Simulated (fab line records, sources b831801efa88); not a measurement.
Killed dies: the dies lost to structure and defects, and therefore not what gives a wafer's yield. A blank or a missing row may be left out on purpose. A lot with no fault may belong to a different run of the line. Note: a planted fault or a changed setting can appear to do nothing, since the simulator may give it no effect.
fab line records | flow sky130 | part 1 of 2: steps 1 to 23 of 33
record lots=5 wafers=15 last-day=50
route steps=708 shown RES_PROTECT@214 POLY_GATE@217 LDD_N@237
lots with no fault: from the same line, run without faults
start-h: hours from the record's first day to the start of the lot's first wafer shown | wait-h: how many hours have passed since the lot's step before this one | " repeats the value in the row above | L1.1+2: a row that stands for several wafers | - no value, or no start given | * or withheld: withheld | < > ~ a bound
route shown NAME@n: names a module that has steps shown in the file, with the first one's number in the route | usual: mean/standard deviation of fault-free wafers | same: alike in all rows | chamber/n: place in a boat | sites: the reading at each site | _std_site: standard deviation across them | _edge_site: mean of outer sites minus mean of inner sites | radius-mm: for every site, how far away it sits from the centre of the wafer | mask NAME#n: copy n | behind: the most recent tool/chamber to have shaped the wafer | hold: cause of the lot's hold/its duration in hours/its outcome | device: transistor that didn't switch, given as n, p or np | end of line: tests of these same wafers at the route's end | a step without rows: its recipe alone | killed: count of dies lost to structure and defects at first sort (not the wafer's yield) | map: the dies of a wafer, with x for killed, . for not killed, _ for no die there
set.NAME: setting as actually run; set.NAME@STEP: the setting as run at that earlier step | model.NAME: the simulator's own value behind a step, which no gauge read
lots at some steps of the route; a table a step, a row a wafer
services: the hour from which a tool's chamber was out of use, counted from the record's first day as start-h (under 0 if before that day), plus the number of hours and why
## steps
# step SKY_RES_PROTECT_STRIP_07
# recipe chemistry=O2/N2 power-w=1400 pressure-mtorr=1500 platen-temp-c=withheld o2-flow-sccm=3000 n2-flow-sccm=300 overash-fraction=0.5
# usual drypump-motor-current-A=5.7/0.57 o2-flow-sccm=3000/9.3 oes-product-au=0.518/0.0048 strip-time-to-endpoint-s=23.31/0.045
# columns lot.wafer tool chamber start-h wait-h drypump-motor-current-A o2-flow-sccm oes-product-au rf-hours-counter-h strip-time-to-endpoint-s
L075.3 plasma-asher-04 0 347.12 0.1 6.2 3010 0.515 - 23.34
L075.4 " 1 " " 5.1 2999 0.516 - 23.32
L075.5 " 0 " " 6.1 3014 0.513 - 23.31
L078.1 plasma-asher-02 0 368.06 0.1 6.1 2989 0.514 69 23.29
L078.3 " 1 " " 5.1 2997 0.515 - 23.29
L078.5 " 0 " " 6.1 2994 0.520 - 23.28
L082.2 plasma-asher-02 0 405.11 0.1 6.1 3004 0.526 72 23.33
L082.3 " 0 " " 6.1 3008 0.514 - 23.32
L082.4 " 1 " " 5.1 3007 0.519 - 23.34
L087.4 plasma-asher-02 1 460.99 0.1 5.1 2999 0.523 - 23.34
L087.5 " 1 " " 5.2 3005 0.515 - 23.35
L087.6 " 0 " " 6.0 3004 0.523 - 23.38
L094.1 plasma-asher-04 1 525.56 0.1 5.2 3002 0.521 73 23.30
L094.2 " 0 " " 6.2 3006 0.518 73 23.30
L094.4 " 1 " " 5.2 3002 0.522 - 23.27
# step SKY_RES_PROTECT_TW_MEAS_08
# usual POLY_GATE_TW=4034/45
# columns lot.wafer tool chamber start-h wait-h POLY_GATE_TW
L075.3 film-metro-04 - 347.21 0.1 3996
L075.4 " - " " 4011
L075.5 " - " " 4006
L078.1 film-metro-01 - 368.16 0.1 4066
L078.3 " - " " 4062
L078.5 " - " " 4052
L082.2 film-metro-01 - 405.22 0.1 4086
L082.3 " - " " 4074
L082.4 " - " " 4084
L087.4 film-metro-04 - 461.09 0.1 4004
L087.5 " - " " 4013
L087.6 " - " " 4004
L094.1 film-metro-04 - 525.66 0.1 3999
L094.2 " - " " 4009
L094.4 " - " " 4020
# step SKY_RES_PROTECT_CLEAN_09
# recipe chemistry=SC1/SC2 mix=1:4:20 temp-c=70 time-s=150 dry=n2-spin
# columns lot.wafer tool chamber start-h wait-h
L075.3+4+5 wet-bench-03 1 347.25 0.0
L078.1+3+5 wet-bench-01 3 368.22 0.1
L082.2+3+4 wet-bench-02 0 405.27 0.0
L087.4+5+6 wet-bench-02 2 461.12 0.0
L094.1+2+4 wet-bench-03 2 525.72 0.1
# step SKY_POLY_GATE_CVD_03
# recipe material=Si3N4 precursor=DCS/NH3 target-thk-nm=75 temp-c=770 time-s=1290 pressure-mtorr=250
# usual spike-tc-bottom-C=785.4/1.1
# columns lot.wafer tool chamber start-h wait-h spike-tc-bottom-C
L075.3 lpcvd-02 1 347.30 0.0 786.8
L075.4 " 1 " " 787.7
L075.5 " 1 " " 786.8
L078.1 lpcvd-02 1 368.98 0.7 787.0
L078.3 " 1 " " 785.8
L078.5 " 1 " " 786.8
L082.2 lpcvd-02 0 405.46 0.1 783.6
L082.3 " 0 " " 785.0
L082.4 " 0 " " 784.2
L087.4 lpcvd-02 0 462.69 1.5 785.1
L087.5 " 0 " " 786.8
L087.6 " 0 " " 784.5
L094.1 lpcvd-02 1 525.77 0.0 786.5
L094.2 " 1 " " 787.7
L094.4 " 1 " " 785.2
# step SKY_POLY_GATE_THK_MEAS_04
# recipe reads=Si3N4_of_POLY_GATE_CVD_03
# usual POLY_GATE_CVD_03_THK=74.9/0.47
# columns lot.wafer tool chamber start-h wait-h POLY_GATE_CVD_03_THK[nm]
L075.3 film-metro-02 - 348.68 0.0 75.8
L075.4 " - " " 75.1
L075.5 " - " " 75.3
L078.1 film-metro-04 - 370.33 0.0 74.9
L078.3 " - " " 75.1
L078.5 " - " " 75.1
L082.2 film-metro-02 - 406.83 0.0 74.3
L082.3 " - " " 74.0
L082.4 " - " " 73.7
L087.4 film-metro-03 - 464.07 0.0 74.8
L087.5 " - " " 75.4
L087.6 " - " " 75.1
L094.1 film-metro-03 - 527.13 0.0 74.6
L094.2 " - " " 75.1
L094.4 " - " " 75.0
# step SKY_POLY_GATE_DEHYDRATE_05
# recipe temp-c=200 time-s=60
# usual resist-line-temp-C=23.02/0.11
# columns lot.wafer tool chamber start-h wait-h resist-line-temp-C
L075.3 litho-track-03 0 362.13 13.4 23.00
L075.4 " 0 " " 23.00
L075.5 " 0 " " 23.02
L078.1 litho-track-01 0 384.41 14.1 22.98
L078.3 " 0 " " 22.99
L078.5 " 0 " " 23.08
L082.2 litho-track-03 0 421.60 14.8 22.97
L082.3 " 0 " " 23.13
L082.4 " 0 " " 23.02
L087.4 litho-track-02 0 479.11 15.0 23.13
L087.5 " 0 " " 23.15
L087.6 " 0 " " 23.18
L094.1 litho-track-01 0 541.01 13.9 23.02
L094.2 " 0 " " 23.01
L094.4 " 0 " " 22.88
# step SKY_POLY_GATE_HMDS_06
# recipe prime-time-s=60 prime-temp-c=120
# usual resist-line-temp-C=23.00/0.083
# columns lot.wafer tool chamber start-h wait-h resist-line-temp-C
L075.3 litho-track-03 0 362.28 0.1 23.09
L075.4 " 0 " " 23.05
L075.5 " 0 " " 23.00
L078.1 litho-track-01 0 384.56 0.1 23.04
L078.3 " 0 " " 23.00
L078.5 " 0 " " 22.92
L082.2 litho-track-03 0 421.75 0.1 23.10
L082.3 " 0 " " 22.96
L082.4 " 0 " " 23.00
L087.4 litho-track-02 0 479.26 0.1 22.85
L087.5 " 0 " " 23.02
L087.6 " 0 " " 22.88
L094.1 litho-track-01 0 541.16 0.1 23.03
L094.2 " 0 " " 23.07
L094.4 " 0 " " 23.05
# step SKY_POLY_GATE_COAT_07
# recipe resist=BARC temp-c=withheld time-s=withheld spin-rpm=3000 resist-thk-nm=110
# usual resist-line-temp-C=* spin-speed-rpm=2999.9/1.8
# columns lot.wafer tool chamber start-h wait-h resist-line-temp-C spin-speed-rpm
L075.3 litho-track-03 0 362.43 0.1 * 3002.3
L075.4 " 0 " " * 3001.8
L075.5 " 0 " " * 2999.8
L078.1 litho-track-01 0 384.71 0.1 * 2999.9
L078.3 " 0 " " * 3000.9
L078.5 " 0 " " * 3001.6
L082.2 litho-track-03 0 421.90 0.1 * 3000.4
L082.3 " 0 " " * 3000.5
L082.4 " 0 " " * 3000.2
L087.4 litho-track-02 0 479.41 0.1 * 3001.3
L087.5 " 0 " " * 2998.5
L087.6 " 0 " " * 3001.7
L094.1 litho-track-01 0 541.31 0.1 * 3001.8
L094.2 " 0 " " * 3000.6
L094.4 " 0 " " * 2999.4
# step SKY_POLY_GATE_COAT_08
# recipe resist=KrF-thick spin-rpm=3000 resist-thk-nm=450
# usual resist-line-temp-C=22.99/0.11 spin-speed-rpm=3000.0/1.8
# columns lot.wafer tool chamber start-h wait-h resist-line-temp-C spin-speed-rpm
L075.3 litho-track-03 0 - - 23.06 3000.0
L075.4 " 0 " " 23.10 3000.9
L075.5 " 0 " " 23.34 2998.5
L078.1 litho-track-01 0 - - 23.00 3000.2
L078.3 " 0 " " 22.96 2999.8
L078.5 " 0 " " 23.06 3001.2
L082.2 litho-track-03 0 - - 23.06 2998.5
L082.3 " 0 " " 23.11 3000.4
L082.4 " 0 " " 22.96 3000.3
L087.4 litho-track-02 0 - - 22.96 2996.7
L087.5 " 0 " " 22.97 3000.7
L087.6 " 0 " " 23.15 3000.6
L094.1 litho-track-01 0 - - 22.99 3002.7
L094.2 " 0 " " 23.06 3003.5
L094.4 " 0 " " 23.09 3000.1
# step SKY_POLY_GATE_SOFTBAKE_09
# recipe temp-c=100 time-s=90 resist=KrF-thick
# usual resist-line-temp-C=23.00/0.096
# columns lot.wafer tool chamber start-h wait-h resist-line-temp-C
L075.3 litho-track-03 0 - - 23.00
L075.4 " 0 " " 22.92
L075.5 " 0 " " 22.99
L078.1 litho-track-01 0 - - 22.95
L078.3 " 0 " " 22.94
L078.5 " 0 " " 22.88
L082.2 litho-track-03 0 - - 22.98
L082.3 " 0 " " 22.98
L082.4 " 0 " " 22.92
L087.4 litho-track-02 0 - - 23.01
L087.5 " 0 " " 23.13
L087.6 " 0 " " 23.27
L094.1 litho-track-01 0 - - 22.97
L094.2 " 0 " " 23.05
L094.4 " 0 " " 22.97
# step SKY_POLY_GATE_EXPOSE_10
# recipe mask-id=P1M na=0.68 source-shape=conventional sigma-outer=0.6 target-cd-nm=150 dose-mj=28
# same na=0.68
# columns lot.wafer tool chamber start-h wait-h mask
L075.3+4+5 krf-scanner-02 0 - - P1M#0
L078.1+3+5 krf-scanner-02 0 - - P1M#0
L082.2+3+4 krf-scanner-02 0 - - P1M#0
L087.4+5+6 krf-scanner-01 0 - - P1M#0
L094.1+2+4 krf-scanner-02 0 - - P1M#0
# step SKY_POLY_GATE_PEB_11
# recipe peb-temp-c=withheld peb-time-s=withheld resist=KrF-thick
# usual resist-line-temp-C=*
# columns lot.wafer tool chamber start-h wait-h resist-line-temp-C
L075.3 litho-track-01 0 - - *
L075.4 " 0 " " *
L075.5 " 0 " " *
L078.1 litho-track-02 0 - - *
L078.3 " 0 " " *
L078.5 " 0 " " *
L082.2 litho-track-02 0 - - *
L082.3 " 0 " " *
L082.4 " 0 " " *
L087.4 litho-track-03 0 - - *
L087.5 " 0 " " *
L087.6 " 0 " " *
L094.1 litho-track-01 0 - - *
L094.2 " 0 " " *
L094.4 " 0 " " *
# step SKY_POLY_GATE_DEVELOP_12
# recipe develop-time-s=60 resist=KrF-thick dev-temp-c=21
# usual resist-line-temp-C=23.00/0.12
# columns lot.wafer tool chamber start-h wait-h resist-line-temp-C
L075.3 litho-track-01 0 - - 22.81
L075.4 " 0 " " 22.85
L075.5 " 0 " " 22.84
L078.1 litho-track-02 0 - - 23.14
L078.3 " 0 " " 23.03
L078.5 " 0 " " 23.19
L082.2 litho-track-02 0 - - 23.00
L082.3 " 0 " " 23.00
L082.4 " 0 " " 22.99
L087.4 litho-track-03 0 - - 23.00
L087.5 " 0 " " 23.01
L087.6 " 0 " " 22.96
L094.1 litho-track-01 0 - - 22.97
L094.2 " 0 " " 22.94
L094.4 " 0 " " 23.07
# step SKY_POLY_GATE_CD_MEAS_13
# recipe target-cd-nm=150
# usual cd-nm=149.9/1.3
# columns lot.wafer tool chamber start-h wait-h cd-nm
L075.3 cd-sem-01 - 376.45 - 152.2
L075.4 " - " " 151.1
L075.5 " - " " 151.0
L078.1 cd-sem-01 - 399.14 - 150.5
L078.3 " - " " 150.1
L078.5 " - " " 151.5
L082.2 cd-sem-02 - 437.16 - 147.2
L082.3 " - " " 149.4
L082.4 " - " " 147.7
L087.4 cd-sem-01 - 495.14 - 149.5
L087.5 " - " " 150.4
L087.6 " - " " 150.0
L094.1 cd-sem-01 - 556.46 - 150.0
L094.2 " - " " 149.2
L094.4 " - " " 149.3
# step SKY_POLY_GATE_OVL_MEAS_14
# usual POLY_GATE_OVL=-1/6
# columns lot.wafer tool chamber start-h wait-h POLY_GATE_OVL[nm]
L075.3 overlay-02 - 376.54 0.1 -2
L075.4 " - " " -2
L075.5 " - " " -6
L078.1 overlay-01 - 399.26 0.1 -12
L078.3 " - " " 0
L078.5 " - " " -9
L082.2 overlay-02 - 437.26 0.1 1
L082.3 " - " " 2
L082.4 " - " " 3
L087.4 overlay-02 - 495.21 0.1 -11
L087.5 " - " " -7
L087.6 " - " " -9
L094.1 overlay-02 - 556.58 0.1 4
L094.2 " - " " 5
L094.4 " - " " 3
# step SKY_POLY_GATE_ETCH_15
# recipe chemistry=N2/H2 target=BARC ion-energy-ev=200 source-w=500 bias-w=100 pressure-mtorr=30 n2-flow-sccm=100 h2-flow-sccm=200 stop-on=SiO2 time-s=118.5 target-depth-a=1100
# usual drypump-motor-current-A=5.6/0.36 oes-product-au=0.718/0.0044 throttle-valve-pct=13.212/0.0094
# columns lot.wafer tool chamber start-h wait-h drypump-motor-current-A oes-product-au rf-hours-counter-h throttle-valve-pct
L075.3 rie-diel-03 0 376.56 0.0 5.8 0.718 15 13.207
L075.4 " 1 " " 5.6 0.716 12 13.223
L075.5 " 1 " " 5.5 0.717 - 13.205
L078.1 rie-diel-02 0 399.29 0.0 5.7 0.718 65 13.203
L078.3 " 2 " " 5.7 0.720 6 13.219
L078.5 " 2 " " 5.7 0.719 - 13.196
L082.2 rie-diel-01 1 437.29 0.0 5.0 0.715 14 13.212
L082.3 " 0 " " 6.0 0.713 1 13.205
L082.4 " 2 " " 5.8 0.724 - 13.212
L087.4 rie-diel-01 2 495.23 0.0 5.7 0.716 0 13.210
L087.5 " 1 " " 5.0 0.712 - 13.215
L087.6 " 2 " " 5.8 0.721 - 13.198
L094.1 rie-diel-02 1 556.61 0.0 5.0 0.717 3 13.223
L094.2 " 0 " " 5.7 0.715 69 13.215
L094.4 " 2 " " 5.8 0.719 8 13.225
# step SKY_POLY_GATE_ETCH_16
# recipe stop-on=poly-Si chemistry=CH3F/O2 target=Si3N4 source-w=400 bias-w=80 pressure-mtorr=25 ch3f-flow-sccm=40 O2_flow_sccm=30 time-s=147.5 target-depth-a=750
# usual drypump-motor-current-A=5.6/0.36 oes-product-au=0.640/0.0049 throttle-valve-pct=10.535/0.0087
# columns lot.wafer tool chamber start-h wait-h drypump-motor-current-A oes-product-au rf-hours-counter-h throttle-valve-pct
L075.3 rie-diel-03 0 376.64 0.0 5.8 0.643 15 10.541
L075.4 " 1 " " 5.6 0.645 12 10.537
L075.5 " 1 " " 5.6 0.641 - 10.547
L078.1 rie-diel-02 0 399.38 0.0 5.7 0.638 65 10.533
L078.3 " 2 " " 5.7 0.643 6 10.541
L078.5 " 2 " " 5.7 0.643 - 10.542
L082.2 rie-diel-01 1 437.38 0.0 5.0 0.644 14 10.542
L082.3 " 0 " " 6.0 0.631 2 10.534
L082.4 " 2 " " 5.8 0.639 - 10.532
L087.4 rie-diel-01 2 495.32 0.0 5.7 0.638 0 10.528
L087.5 " 1 " " 5.0 0.637 - 10.525
L087.6 " 2 " " 5.8 0.630 - 10.540
L094.1 rie-diel-02 1 556.69 0.0 5.0 0.641 3 10.545
L094.2 " 0 " " 5.7 0.646 69 10.532
L094.4 " 2 " " 5.8 0.637 8 10.537
# step SKY_POLY_GATE_ETCH_17
# recipe target-depth-nm=180 stop-on=SiO2 over-etch-frac=0.56667 chemistry=HBr/Cl2 target=poly-Si icp-w=400 bias-w=100 pressure-mtorr=10 HBr_flow_sccm=150 Cl2_flow_sccm=50 time-s=70.5
# usual drypump-motor-current-A=5.5/0.62 he-backside-leak-sccm=2.7/0.46 oes-product-au=0.988/0.0062 throttle-valve-pct=33.684/0.0096
# columns lot.wafer tool chamber start-h wait-h drypump-motor-current-A he-backside-leak-sccm oes-product-au rf-hours-counter-h throttle-valve-pct
L075.3 rie-si-02 3 376.74 0.0 4.9 2.6 0.994 5 33.686
L075.4 " 0 " " 5.4 2.7 0.989 37 33.687
L075.5 " 1 " " 5.2 3.1 0.992 - 33.678
L078.1 rie-si-02 2 399.48 0.0 5.0 2.7 0.993 33 33.692
L078.3 " 3 " " 4.9 2.6 0.991 5 33.680
L078.5 " 2 " " 5.0 2.6 0.989 - 33.679
L082.2 rie-si-01 1 437.48 0.0 6.5 2.3 0.997 5 33.694
L082.3 " 0 " " 6.5 3.0 0.982 58 33.694
L082.4 " 0 " " 6.4 2.9 0.991 - 33.670
L087.4 rie-si-01 2 495.44 0.1 5.1 2.9 0.983 - 33.671
L087.5 " 3 " " 5.3 2.3 0.980 - 33.675
L087.6 " 1 " " 6.5 2.4 0.980 - 33.672
L094.1 rie-si-01 0 556.79 0.0 6.4 2.8 0.989 0 33.677
L094.2 " 3 " " 5.3 2.6 0.984 3 33.692
L094.4 " 1 " " 6.5 2.3 0.983 6 33.671
# step SKY_POLY_GATE_STRIP_18
# recipe chemistry=O2/N2 power-w=1400 pressure-mtorr=1500 platen-temp-c=withheld o2-flow-sccm=3000 n2-flow-sccm=300 overash-fraction=0.5
# usual drypump-motor-current-A=5.7/0.56 o2-flow-sccm=3000/10 oes-product-au=0.361/0.0048 strip-time-to-endpoint-s=3.18/0.033
# columns lot.wafer tool chamber start-h wait-h drypump-motor-current-A o2-flow-sccm oes-product-au rf-hours-counter-h strip-time-to-endpoint-s
L075.3 plasma-asher-02 1 376.83 0.1 5.2 2993 0.358 - 3.11
L075.4 " 0 " " 6.1 3003 0.360 - 3.13
L075.5 " 1 " " 5.1 3002 0.362 - 3.14
L078.1 plasma-asher-02 1 399.53 0.0 5.2 2999 0.360 72 3.21
L078.3 " 1 " " 5.1 2995 0.358 - 3.17
L078.5 " 0 " " 6.0 2999 0.361 - 3.14
L082.2 plasma-asher-01 1 437.53 0.0 6.6 2988 0.367 73 3.26
L082.3 " 1 " " 6.5 3000 0.365 - 3.21
L082.4 " 0 " " 5.3 2994 0.354 - 3.21
L087.4 plasma-asher-01 1 495.50 0.0 6.6 2999 0.362 - 3.20
L087.5 " 0 " " 5.3 2999 0.365 - 3.23
L087.6 " 1 " " 6.6 3007 0.355 - 3.21
L094.1 plasma-asher-02 0 556.85 0.0 6.0 3002 0.359 12 3.17
L094.2 " 1 " " 5.1 3006 0.361 12 3.14
L094.4 " 1 " " 5.1 2985 0.351 - 3.13
# step SKY_POLY_GATE_CLEAN_19
# recipe chemistry=SC1/SC2 mix=1:4:20 temp-c=70 time-s=150 dry=n2-spin
# columns lot.wafer tool chamber start-h wait-h
L075.3+4+5 wet-bench-01 1 376.90 0.0
L078.1+3+5 wet-bench-02 3 399.63 0.1
L082.2+3+4 wet-bench-02 2 437.63 0.1
L087.4+5+6 wet-bench-01 1 495.57 0.0
L094.1+2+4 wet-bench-01 1 556.95 0.1
# step SKY_POLY_GATE_OXIDATION_20
# recipe temp-c=850 ambient=O2 stabilise-s=600 purge-s=300 target-thk-a=40 ox-time-s=899
# usual ox-temp-c=850.1/0.46 spike-tc-bottom-C=870/4.3
# columns lot.wafer tool chamber start-h wait-h ox-temp-c spike-tc-bottom-C
L075.3 furnace-02 0 377.98 1.0 850.4 875
L075.4 " 0 " " 849.9 874
L075.5 " 0 " " 850.0 875
L078.1 furnace-02 0 400.67 1.0 850.8 875
L078.3 " 0 " " 850.4 873
L078.5 " 0 " " 851.0 874
L082.2 furnace-02 0 438.33 0.7 849.6 873
L082.3 " 0 " " 849.8 875
L082.4 " 0 " " 850.3 875
L087.4 furnace-01 0 495.62 0.0 850.1 866
L087.5 " 0 " " 849.8 866
L087.6 " 0 " " 849.6 867
L094.1 furnace-01 0 557.00 0.0 849.4 868
L094.2 " 0 " " 849.3 865
L094.4 " 0 " " 849.7 866
# step SKY_POLY_GATE_THK_MEAS_21
# recipe reads=SiO2_of_POLY_GATE_OXIDATION_20
# usual POLY_GATE_OXIDATION_THK=3.97/0.077
# columns lot.wafer tool chamber start-h wait-h POLY_GATE_OXIDATION_THK[nm]
L075.3 film-metro-04 - 379.25 0.0 4.10
L075.4 " - " " 4.01
L075.5 " - " " 3.98
L078.1 film-metro-04 - 401.96 0.0 4.04
L078.3 " - " " 4.03
L078.5 " - " " 4.08
L082.2 film-metro-03 - 439.59 0.0 3.92
L082.3 " - " " 4.02
L082.4 " - " " 4.03
L087.4 film-metro-02 - 496.90 0.0 3.96
L087.5 " - " " 3.94
L087.6 " - " " 3.89
L094.1 film-metro-04 - 558.25 0.0 4.00
L094.2 " - " " 4.03
L094.4 " - " " 3.98
# step SKY_POLY_GATE_CD_MEAS_22
# usual cd-nm=149.7/1.8
# columns lot.wafer tool chamber start-h wait-h cd-nm
L075.3 cd-sem-01 - 379.35 0.1 153.3
L075.4 " - " " 148.9
L075.5 " - " " 150.2
L078.1 cd-sem-01 - 402.02 0.1 151.5
L078.3 " - " " 153.6
L078.5 " - " " 153.2
L082.2 cd-sem-02 - 439.67 0.1 147.7
L082.3 " - " " 148.3
L082.4 " - " " 149.1
L087.4 cd-sem-01 - 497.02 0.1 151.1
L087.5 " - " " 149.5
L087.6 " - " " 150.3
L094.1 cd-sem-01 - 558.31 0.1 149.3
L094.2 " - " " 147.9
L094.4 " - " " 150.0
